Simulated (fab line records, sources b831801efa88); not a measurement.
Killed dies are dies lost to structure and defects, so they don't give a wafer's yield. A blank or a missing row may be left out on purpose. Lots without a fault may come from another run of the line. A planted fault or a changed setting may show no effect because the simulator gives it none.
fab line records | flow gf180mcu
record lots=5 wafers=15 last_day=33
route steps=602 shown M5@537 V5@540
lots that met no fault: from a run of the same line without faults
start_h: hours from the record's first day to the start of the lot's first wafer shown | wait_h: hours since the lot's step before | " the same as in the row above | L1.1+2: a row that stands for several wafers | - no value, or no start given | * or withheld: withheld | < > ~ a bound
route shown NAME@n: a module of which the file shows steps, and the number in the route of the first | usual: mean/standard deviation of fault-free wafers | same: alike in all rows | chamber/n: place in a boat | sites: the reading at each site | _std_site: their standard deviation | _edge_site: outer sites' mean less inner sites' | radius_mm: how far each site lies from the wafer's centre | mask NAME#n: copy n | behind: the tool/chamber that last shaped the wafer | hold: why the lot was held/for how many hours/how that ended | device: the transistor (n, p or np) that didn't switch | end of line: the same wafers' tests at the end of the route | a step without rows: its recipe alone | killed: dies lost to structure and defects at the first sort, not the wafer's yield | map: a wafer's dies, x killed, . not, _ none there
set.NAME: the setting as run; set.NAME@STEP: as run at that earlier step | model.NAME: the simulator's own value behind a step, which no gauge read
lots at some steps of the route; a table a step, a row a wafer
services: from which hour (start_h, from the record's first day; less than 0 if before it) a tool's chamber was out of use, for how many hours, and why
## steps
# step GF_M5_STRIP_11
# recipe chemistry=O2/N2 power_w=1400 pressure_mtorr=1500 platen_temp_c=250 o2_flow_sccm=3000 n2_flow_sccm=300 overash_fraction=0.5
# usual drypump_motor_current_A=5.6/0.61 heater_power_w=339/27 n2_flow_sccm=300.0/0.91 oes_product_au=0.524/0.0057 strip_time_to_endpoint_s=7.05/0.074
# columns lot.wafer tool chamber start_h wait_h drypump_motor_current_A heater_power_w n2_flow_sccm oes_product_au rf_hours_counter_h strip_time_to_endpoint_s
L075.1 plasma_asher-03 1 611.86 0.1 5.8 366 300.5 0.517 99 7.02
L075.4 " 0 " " 5.4 360 301.0 0.517 - 6.94
L075.6 " 0 " " 5.4 358 300.4 0.530 - 7.05
L085.1 plasma_asher-03 0 687.80 0.1 5.4 358 299.7 0.523 107 6.98
L085.4 " 0 " " 5.4 367 300.5 0.522 - 7.10
L085.6 " 0 " " 5.4 360 300.4 0.527 - 7.10
L086.2 plasma_asher-04 1 697.69 0.1 5.0 367 299.2 0.528 56 7.17
L086.3 " 0 " " 6.3 331 299.3 0.521 - 6.99
L086.4 " 1 " " 5.0 373 298.6 0.531 - 7.17
L093.1 plasma_asher-02 0 739.95 0.1 6.3 302 301.3 0.533 34 7.10
L093.5 " 1 " " 4.9 303 299.2 0.524 - 7.14
L093.6 " 0 " " 6.3 301 301.2 0.513 - 7.00
L094.1 plasma_asher-03 0 744.54 0.1 5.4 353 299.8 0.535 0 7.17
L094.4 " 1 " " 5.9 379 301.2 0.541 - 7.15
L094.5 " 0 " " 5.4 358 301.3 0.516 - 6.98
# step GF_M5_STRIP_12
# recipe chemistry=post_etch_residue_remover time_s=1200 temp_c=72.5
# columns lot.wafer tool chamber start_h wait_h
L075.1+4+6 wet_bench-02 3 611.96 0.1
L085.1+4+6 wet_bench-02 2 687.90 0.1
L086.2+3+4 wet_bench-03 0 697.79 0.1
L093.1+5+6 wet_bench-03 3 740.05 0.1
L094.1+4+5 wet_bench-03 1 744.64 0.1
# step GF_M5_CLEAN_13
# recipe chemistry=DIW dry=n2_spin
# columns lot.wafer tool chamber start_h wait_h
L075.1+4+6 wet_bench-03 1 612.30 0.0
L085.1+4+6 wet_bench-04 1 688.28 0.0
L086.2+3+4 wet_bench-03 2 698.13 0.0
L093.1+5+6 wet_bench-02 3 740.43 0.0
L094.1+4+5 wet_bench-04 3 745.01 0.0
# step GF_V5_CVD_00
# recipe material=SiO2 target_thk_nm=300 sigma_open_frac=0.3 temp_c=400 time_s=50 sih4_flow_sccm=60 pressure_mtorr=6
# columns lot.wafer tool chamber start_h wait_h
L075.1+4+6 hdpcvd-02 1,1,2 612.41 0.0
L085.1+4+6 hdpcvd-01 2,2,1 688.37 0.0
L086.2+3+4 hdpcvd-01 0,2,0 698.22 0.0
L093.1+5+6 hdpcvd-01 1,0,2 740.53 0.0
L094.1+4+5 hdpcvd-01 1,1,2 745.10 0.0
# step GF_V5_THK_MEAS_01
# recipe reads=SiO2_of_V5_CVD_00
# usual V5_CVD_00_THK=300.4/3
# columns lot.wafer tool chamber start_h wait_h V5_CVD_00_THK[nm]
L075.1 film_metro-02 - 612.45 0.0 301.6
L075.4 " - " " 305.4
L075.6 " - " " 303.5
L085.1 film_metro-01 - 688.41 0.0 298.7
L085.4 " - " " 298.6
L085.6 " - " " 296.0
L086.2 film_metro-04 - 698.28 0.0 294.8
L086.3 " - " " 299.3
L086.4 " - " " 297.5
L093.1 film_metro-01 - 740.57 0.0 301.3
L093.5 " - " " 300.5
L093.6 " - " " 301.8
L094.1 film_metro-04 - 745.15 0.0 295.2
L094.4 " - " " 299.1
L094.5 " - " " 301.3
# step GF_V5_CVD_02
# recipe material=SiO2 target_thk_nm=1450 precursor=TEOS temp_c=400 time_s=163.28 rf_w=600
# usual heater_power_w=681/140
# columns lot.wafer tool chamber start_h wait_h heater_power_w
L075.1 pecvd-04 2 612.51 0.1 722
L075.4 " 0 " " 885
L075.6 " 0 " " 712
L085.1 pecvd-01 1 688.47 0.1 924
L085.4 " 2 " " 526
L085.6 " 0 " " 416
L086.2 pecvd-01 1 698.33 0.0 914
L086.3 " 0 " " 552
L086.4 " 2 " " 521
L093.1 pecvd-04 0 740.63 0.1 838
L093.5 " 0 " " 691
L093.6 " 1 " " 428
L094.1 pecvd-01 2 745.21 0.1 589
L094.4 " 2 " " 657
L094.5 " 0 " " 547
# step GF_V5_THK_MEAS_03
# recipe reads=SiO2_of_V5_CVD_02
# usual V5_CVD_02_THK=1451/18
# columns lot.wafer tool chamber start_h wait_h V5_CVD_02_THK[nm]
L075.1 film_metro-01 - 612.67 0.1 1436
L075.4 " - " " 1456
L075.6 " - " " 1475
L085.1 film_metro-01 - 688.58 0.1 1457
L085.4 " - " " 1448
L085.6 " - " " 1449
L086.2 film_metro-01 - 698.44 0.1 1429
L086.3 " - " " 1427
L086.4 " - " " 1451
L093.1 film_metro-01 - 740.74 0.1 1455
L093.5 " - " " 1470
L093.6 " - " " 1472
L094.1 film_metro-02 - 745.32 0.1 1434
L094.4 " - " " 1468
L094.5 " - " " 1460
# step GF_V5_CMP_04
# recipe material=SiO2 down_force_psi=4 platen_rpm=60 pad_velocity_m_s=0.94248
# usual motor_current_A=12.0/1.4
# columns lot.wafer tool chamber start_h wait_h motor_current_A
L075.1 cmp-02 1 612.78 0.1 10.8
L075.4 " 2 " " 11.1
L075.6 " 0 " " 12.4
L085.1 cmp-02 2 688.74 0.1 11.8
L085.4 " 3 " " 13.1
L085.6 " 0 " " 12.3
L086.2 cmp-02 3 698.49 0.0 12.9
L086.3 " 0 " " 12.5
L086.4 " 1 " " 10.4
L093.1 cmp-01 0 740.85 0.1 11.0
L093.6 " 3 " " 11.5
L093.5 " 0 " " 11.7
L094.1 cmp-01 0 745.43 0.1 10.5
L094.4 " 2 " " 10.2
L094.5 " 1 " " 14.6
# step GF_V5_BOW_MEAS_05
# recipe mode=bow
# usual V5_BOW=134/9
# columns lot.wafer tool chamber start_h wait_h V5_BOW[um]
L075.1 film_metro-01 - 613.03 0.2 121
L075.4 " - " " 127
L075.6 " - " " 121
L085.1 film_metro-04 - 688.94 0.1 129
L085.4 " - " " 118
L085.6 " - " " 121
L086.2 film_metro-04 - 698.81 0.3 128
L086.3 " - " " 125
L086.4 " - " " 139
L093.1 film_metro-01 - 741.10 0.2 154
L093.5 " - " " 146
L093.6 " - " " 154
L094.1 film_metro-01 - 745.73 0.2 133
L094.4 " - " " 129
L094.5 " - " " 118
# step GF_V5_DEHYDRATE_06
# recipe temp_c=200 time_s=60
# usual heater_power_total_W=160.38/0.13
# columns lot.wafer tool chamber start_h wait_h heater_power_total_W
L075.1 litho_track-02 0 622.83 9.8 160.35
L075.4 " 0 " " 160.42
L075.6 " 0 " " 160.46
L085.1 litho_track-01 0 698.23 9.3 160.21
L085.4 " 0 " " 160.34
L085.6 " 0 " " 160.22
L086.2 litho_track-02 0 707.51 8.7 160.50
L086.3 " 0 " " 160.25
L086.4 " 0 " " 160.52
L093.1 litho_track-02 0 749.03 7.9 160.15
L093.5 " 0 " " 160.41
L093.6 " 0 " " 160.37
L094.1 litho_track-02 0 753.58 7.8 160.13
L094.4 " 0 " " 160.26
L094.5 " 0 " " 160.38
# step GF_V5_HMDS_07
# recipe prime_time_s=60 prime_temp_c=120
# columns lot.wafer tool chamber start_h wait_h
L075.1+4+6 litho_track-02 0 622.98 0.1
L085.1+4+6 litho_track-01 0 698.38 0.1
L086.2+3+4 litho_track-02 0 707.66 0.1
L093.1+5+6 litho_track-02 0 749.18 0.1
L094.1+4+5 litho_track-02 0 753.73 0.1
# step GF_V5_COAT_08
# recipe resist=BARC temp_c=withheld time_s=withheld spin_rpm=withheld resist_thk_nm=withheld
# columns lot.wafer tool chamber start_h wait_h
L075.1+4+6 litho_track-02 0 623.13 0.1
L085.1+4+6 litho_track-01 0 698.53 0.1
L086.2+3+4 litho_track-02 0 707.81 0.1
L093.1+5+6 litho_track-02 0 749.33 0.1
L094.1+4+5 litho_track-02 0 753.88 0.1
# step GF_V5_COAT_09
# recipe resist=KrF spin_rpm=withheld resist_thk_nm=1000
# columns lot.wafer tool chamber start_h wait_h
L075.1+4+6 litho_track-02 0 - -
L085.1+4+6 litho_track-01 0 - -
L086.2+3+4 litho_track-02 0 - -
L093.1+5+6 litho_track-02 0 - -
L094.1+4+5 litho_track-02 0 - -
# step GF_V5_SOFTBAKE_10
# recipe temp_c=130 time_s=60 resist=KrF
# usual heater_power_total_W=93.05/0.061
# columns lot.wafer tool chamber start_h wait_h heater_power_total_W
L075.1 litho_track-02 0 - - 93.04
L075.4 " 0 " " 93.12
L075.6 " 0 " " 93.13
L085.1 litho_track-01 0 - - 93.05
L085.4 " 0 " " 93.09
L085.6 " 0 " " 92.96
L086.2 litho_track-02 0 - - 93.11
L086.3 " 0 " " 93.10
L086.4 " 0 " " 93.08
L093.1 litho_track-02 0 - - 92.98
L093.5 " 0 " " 93.05
L093.6 " 0 " " 93.02
L094.1 litho_track-02 0 - - 93.09
L094.4 " 0 " " 93.14
L094.5 " 0 " " 93.07
# step GF_V5_EXPOSE_11
# recipe mask_id=Via5 target_cd_nm=260 na=0.68 source_shape=conventional sigma_outer=0.6 dose_mj=38
# usual reticle_temp_C=23.01/0.11
# columns lot.wafer tool chamber start_h wait_h mask reticle_temp_C
L075.1 krf_scanner-01 0 - - Via5#0 22.95
L075.4 " 0 " " Via5#0 23.08
L075.6 " 0 " " Via5#0 22.90
L085.1 krf_scanner-02 0 - - Via5#0 23.12
L085.4 " 0 " " Via5#0 23.18
L085.6 " 0 " " Via5#0 23.26
L086.2 krf_scanner-01 0 - - Via5#0 22.96
L086.3 " 0 " " Via5#0 23.11
L086.4 " 0 " " Via5#0 23.01
L093.1 krf_scanner-02 0 - - Via5#0 22.90
L093.5 " 0 " " Via5#0 22.81
L093.6 " 0 " " Via5#0 22.83
L094.1 krf_scanner-01 0 - - Via5#0 22.86
L094.4 " 0 " " Via5#0 22.96
L094.5 " 0 " " Via5#0 23.06
# step GF_V5_PEB_12
# recipe peb_temp_c=135 peb_time_s=90 resist=KrF
# usual heater_power_total_W=85.70/0.081
# columns lot.wafer tool chamber start_h wait_h heater_power_total_W
L075.1 litho_track-02 0 - - 85.55
L075.4 " 0 " " 85.64
L075.6 " 0 " " 85.59
L085.1 litho_track-04 0 - - 85.74
L085.4 " 0 " " 85.68
L085.6 " 0 " " 85.74
L086.2 litho_track-02 0 - - 85.61
L086.3 " 0 " " 85.83
L086.4 " 0 " " 85.75
L093.1 litho_track-04 0 - - 85.67
L093.5 " 0 " " 85.80
L093.6 " 0 " " 85.74
L094.1 litho_track-04 0 - - 85.63
L094.4 " 0 " " 85.73
L094.5 " 0 " " 85.73
# step GF_V5_DEVELOP_13
# recipe develop_time_s=60 resist=KrF dev_temp_c=21
# columns lot.wafer tool chamber start_h wait_h
L075.1+4+6 litho_track-02 0 633.23 0.2
L085.1+4+6 litho_track-04 0 708.15 0.2
L086.2+3+4 litho_track-02 0 717.01 0.2
L093.1+5+6 litho_track-04 0 757.65 0.2
L094.1+4+5 litho_track-04 0 761.70 0.2
# step GF_V5_CD_MEAS_14
# recipe target_cd_nm=260
# usual cd_nm=259.7/1.2
# columns lot.wafer tool chamber start_h wait_h cd_nm
L075.1 cd_sem-01 - 633.38 0.1 260.4
L075.4 " - " " 259.7
L075.6 " - " " 260.6
L085.1 cd_sem-01 - 708.30 0.1 259.5
L085.4 " - " " 260.1
L085.6 " - " " 259.9
L086.2 cd_sem-01 - 717.15 0.1 258.9
L086.3 " - " " 259.5
L086.4 " - " " 260.9
L093.1 cd_sem-02 - 757.80 0.1 260.3
L093.5 " - " " 259.9
L093.6 " - " " 260.3
L094.1 cd_sem-02 - 761.85 0.1 258.7
L094.4 " - " " 259.5
L094.5 " - " " 258.9
# step GF_V5_OVL_MEAS_15
# usual V5_OVL=0/4
# columns lot.wafer tool chamber start_h wait_h V5_OVL[nm]
L075.1 overlay-02 - 633.50 0.1 -8
L075.4 " - " " -1
L075.6 " - " " -3
L085.1 overlay-02 - 708.42 0.1 -2
L085.4 " - " " 6
L085.6 " - " " 2
L086.2 overlay-01 - 717.26 0.1 1
L086.3 " - " " 3
L086.4 " - " " 5
L093.1 overlay-01 - 757.92 0.1 7
L093.5 " - " " 0
L093.6 " - " " 0
L094.1 overlay-01 - 761.97 0.1 -3
L094.4 " - " " -9
L094.5 " - " " 2
# step GF_V5_ETCH_16
# recipe chemistry=N2/H2 target_depth_a=withheld overetch_a=withheld time_s=withheld target=BARC ion_energy_ev=200 source_w=500 bias_w=100 pressure_mtorr=30 n2_flow_sccm=100 h2_flow_sccm=200
# usual drypump_motor_current_A=5.9/0.47 n2_flow_sccm=100.02/0.29 oes_product_au=0.856/0.0046 throttle_valve_pct=13.224/0.0091
# columns lot.wafer tool chamber start_h wait_h drypump_motor_current_A n2_flow_sccm oes_product_au throttle_valve_pct
L075.1 rie_diel-04 2 633.54 0.0 5.6 99.98 0.857 13.218
L075.4 " 1 " " 5.7 100.12 0.863 13.220
L075.6 " 2 " " 5.7 99.63 0.856 13.235
L085.1 rie_diel-03 3 708.45 0.0 6.4 100.04 0.851 13.230
L085.4 " 1 " " 6.0 100.34 0.858 13.219
L085.6 " 2 " " 5.9 99.85 0.848 13.222
L086.2 rie_diel-03 0 717.29 0.0 5.8 99.63 0.853 13.219
L086.3 " 2 " " 5.9 100.13 0.851 13.231
L086.4 " 1 " " 6.0 100.01 0.855 13.231
L093.1 rie_diel-04 0 757.95 0.0 5.3 100.03 0.848 13.245
L093.5 " 3 " " 6.7 99.96 0.851 13.219
L093.6 " 0 " " 5.3 99.63 0.859 13.223
L094.1 rie_diel-04 0 762.00 0.0 5.3 99.46 0.857 13.231
L094.4 " 2 " " 5.6 100.05 0.855 13.216
L094.5 " 1 " " 5.7 100.50 0.861 13.228
# step GF_V5_ETCH_17
# recipe chemistry=C4F8/O2/Ar mask_material=KrF target=SiO2 stop_on=TiN source_w=1500 bias_w=1200 pressure_mtorr=40 c4f8_flow_sccm=withheld O2_flow_sccm=6 Ar_flow_sccm=300 time_s=withheld target_depth_a=8550
# usual oes_product_au=0.859/0.0049
# columns lot.wafer tool chamber start_h wait_h oes_product_au
L075.1 rie_diel-04 2 - - 0.854
L075.4 " 1 " " 0.850
L075.6 " 2 " " 0.869
L085.1 rie_diel-03 3 - - 0.853
L085.4 " 1 " " 0.867
L085.6 " 2 " " 0.862
L086.2 rie_diel-03 0 - - 0.855
L086.3 " 2 " " 0.857
L086.4 " 1 " " 0.849
L093.1 rie_diel-04 0 - - 0.864
L093.5 " 3 " " 0.860
L093.6 " 0 " " 0.860
L094.1 rie_diel-04 0 - - 0.866
L094.4 " 2 " " 0.859
L094.5 " 1 " " 0.859
# step GF_V5_STRIP_18
# recipe chemistry=O2/N2 power_w=1400 pressure_mtorr=1500 platen_temp_c=250 o2_flow_sccm=3000 n2_flow_sccm=300 overash_fraction=0.5
# usual drypump_motor_current_A=5.6/0.46 heater_power_w=356/23 n2_flow_sccm=300.1/0.81 oes_product_au=0.568/0.0045
# columns lot.wafer tool chamber start_h wait_h drypump_motor_current_A heater_power_w n2_flow_sccm oes_product_au rf_hours_counter_h
L075.1 plasma_asher-04 0 633.69 - 6.3 321 300.6 0.566 50
L075.4 " 1 " " 5.0 369 299.1 0.577 -
L075.6 " 1 " " 5.0 375 300.6 0.571 -
L085.1 plasma_asher-04 1 708.60 - 5.0 376 299.4 0.573 58
L085.4 " 0 " " 6.3 329 300.9 0.560 -
L085.6 " 1 " " 5.0 374 299.3 0.567 -
L086.2 plasma_asher-01 1 717.44 - 5.7 390 299.7 0.566 100
L086.3 " 1 " " 5.7 388 299.4 0.572 -
L086.4 " 0 " " 5.3 309 300.6 0.569 -
L093.1 plasma_asher-01 0 758.10 - 5.3 316 301.2 0.566 104
L093.5 " 0 " " 5.3 320 300.4 0.571 -
L093.6 " 1 " " 5.7 392 300.2 0.562 -
L094.1 plasma_asher-04 1 762.15 - 5.0 365 299.7 0.571 64
L094.4 " 0 " " 6.3 331 299.8 0.567 -
L094.5 " 1 " " 5.0 378 300.5 0.570 -
# step GF_V5_STRIP_19
# recipe chemistry=post_etch_residue_remover time_s=1200 temp_c=72.5
# columns lot.wafer tool chamber start_h wait_h
L075.1+4+6 wet_bench-01 0 633.79 0.1
L085.1+4+6 wet_bench-04 0 708.70 0.1
L086.2+3+4 wet_bench-01 0 717.54 0.1
L093.1+5+6 wet_bench-04 1 758.20 0.1
L094.1+4+5 wet_bench-04 0 762.25 0.1
# step GF_V5_CLEAN_20
# recipe chemistry=DIW dry=n2_spin
# columns lot.wafer tool chamber start_h wait_h
L075.1+4+6 wet_bench-04 2 634.16 0.0
L085.1+4+6 wet_bench-01 1 709.05 0.0
L086.2+3+4 wet_bench-02 0 717.88 0.0
L093.1+5+6 wet_bench-02 0 758.55 0.0
L094.1+4+5 wet_bench-02 2 762.60 0.0
# step GF_V5_SPUTTER_21
# recipe material=Ti target_thk_nm=15 chamber_pressure_pa=5 power_w=2500 substrate_temp_c=200 time_s=80.02
# usual substrate_temp_c=199.99/0.16 throttle_valve_pct=30.0/0.96
# columns lot.wafer tool chamber start_h wait_h substrate_temp_c throttle_valve_pct
L075.1 pvd_sputter-04 - 634.26 0.0 199.87 29.5
L075.4 " - " " 199.81 30.9
L075.6 " - " " 199.85 31.2
L085.1 pvd_sputter-03 - 709.14 0.0 199.62 29.0
L085.4 " - " " 200.14 29.8
L085.6 " - " " 199.71 30.5
L086.2 pvd_sputter-03 - 717.98 0.0 199.89 30.8
L086.3 " - " " 199.87 30.5
L086.4 " - " " 200.02 30.6
L093.1 pvd_sputter-02 - 758.64 0.0 200.12 29.9
L093.5 " - " " 200.00 29.6
L093.6 " - " " 199.98 31.4
L094.1 pvd_sputter-03 - 762.69 0.0 200.01 29.0
L094.4 " - " " 200.08 30.7
L094.5 " - " " 200.06 28.9
# step GF_V5_SPUTTER_22
# recipe material=TiN target_thk_nm=10 chamber_pressure_pa=5 power_w=4000 time_s=40
# usual throttle_valve_pct=30.0/0.95
# columns lot.wafer tool chamber start_h wait_h throttle_valve_pct
L075.1 pvd_sputter-04 - 634.32 0.0 29.7
L075.4 " - " " 31.0
L075.6 " - " " 30.9
L085.1 pvd_sputter-03 - 709.20 0.0 29.0
L085.4 " - " " 29.9
L085.6 " - " " 30.6
L086.2 pvd_sputter-03 - 718.04 0.0 31.0
L086.3 " - " " 30.5
L086.4 " - " " 30.7
L093.1 pvd_sputter-02 - 758.70 0.0 29.6
L093.5 " - " " 29.6
L093.6 " - " " 31.7
L094.1 pvd_sputter-03 - 762.75 0.0 28.6
L094.4 " - " " 30.5
L094.5 " - " " 29.1
# step GF_V5_CVD_23
# recipe material=W target_thk_nm=350 time_s=104.9 temp_c=400 pressure_torr=40
# usual heater_power_w=835/59
# columns lot.wafer tool chamber start_h wait_h heater_power_w
L075.1 cvd_w-01 0 634.36 0.0 778
L075.4 " 1 " " 829
L075.6 " 0 " " 777
L085.1 cvd_w-01 0 709.24 0.0 792
L085.4 " 0 " " 774
L085.6 " 0 " " 746
L086.2 cvd_w-01 1 718.08 0.0 836
L086.3 " 0 " " 775
L086.4 " 1 " " 842
L093.1 cvd_w-01 1 758.74 0.0 852
L093.5 " 1 " " 826
L093.6 " 0 " " 774
L094.1 cvd_w-02 1 762.79 0.0 872
L094.4 " 1 " " 882
L094.5 " 0 " " 929
# step GF_V5_RS_MEAS_24
# recipe thk_meas_gauge=four-point-probe reads=W_of_V5_CVD_23+TiN_of_V5_SPUTTER_22+Ti_of_V5_SPUTTER_21
# usual V5_W_RS=0.326/0.0037
# columns lot.wafer tool chamber start_h wait_h V5_W_RS[ohm/sq]
L075.1 film_metro-02 - 634.47 0.1 0.326
L075.4 " - " " 0.327
L075.6 " - " " 0.324
L085.1 film_metro-04 - 709.35 0.1 0.329
L085.4 " - " " 0.328
L085.6 " - " " 0.325
L086.2 film_metro-04 - 718.21 0.1 0.332
L086.3 " - " " 0.328
L086.4 " - " " 0.327
L093.1 film_metro-01 - 758.85 0.1 0.330
L093.5 " - " " 0.330
L093.6 " - " " 0.323
L094.1 film_metro-04 - 762.90 0.1 0.323
L094.4 " - " " 0.323
L094.5 " - " " 0.323
## services
# columns tool chamber start_h hours kind
rie_diel-03 1 592.25 3.3 repair
plasma_asher-01 - 594.97 14.0 repair
pecvd-04 2 597.93 9.8 repair
pecvd-04 1 610.99 1.8 repair
plasma_asher-04 - 611.97 2.8 pm
krf_scanner-01 - 615.58 0.8 pm
pecvd-01 - 625.86 0.5 repair
wet_bench-02 - 627.64 3.2 repair
plasma_asher-01 - 633.16 8.7 repair
pvd_sputter-03 - 645.80 3.4 repair
krf_scanner-01 - 647.15 1.3 pm
plasma_asher-04 - 651.13 4.9 repair
hdpcvd-01 0 679.33 3.4 repair
wet_bench-02 - 695.56 4.3 repair
wet_bench-04 - 697.69 0.7 repair
pvd_sputter-03 - 725.66 1.5 repair
plasma_asher-03 - 733.75 9.0 pm
rie_diel-03 3 738.19 5.5 repair
wet_bench-01 - 742.27 2.6 repair
cmp-02 - 744.00 4.0 pm
krf_scanner-01 - 746.08 3.7 repair
cmp-02 - 748.00 7.8 pm
krf_scanner-01 - 754.57 1.0 pm
krf_scanner-01 - 755.57 3.6 pm
## key
fault none
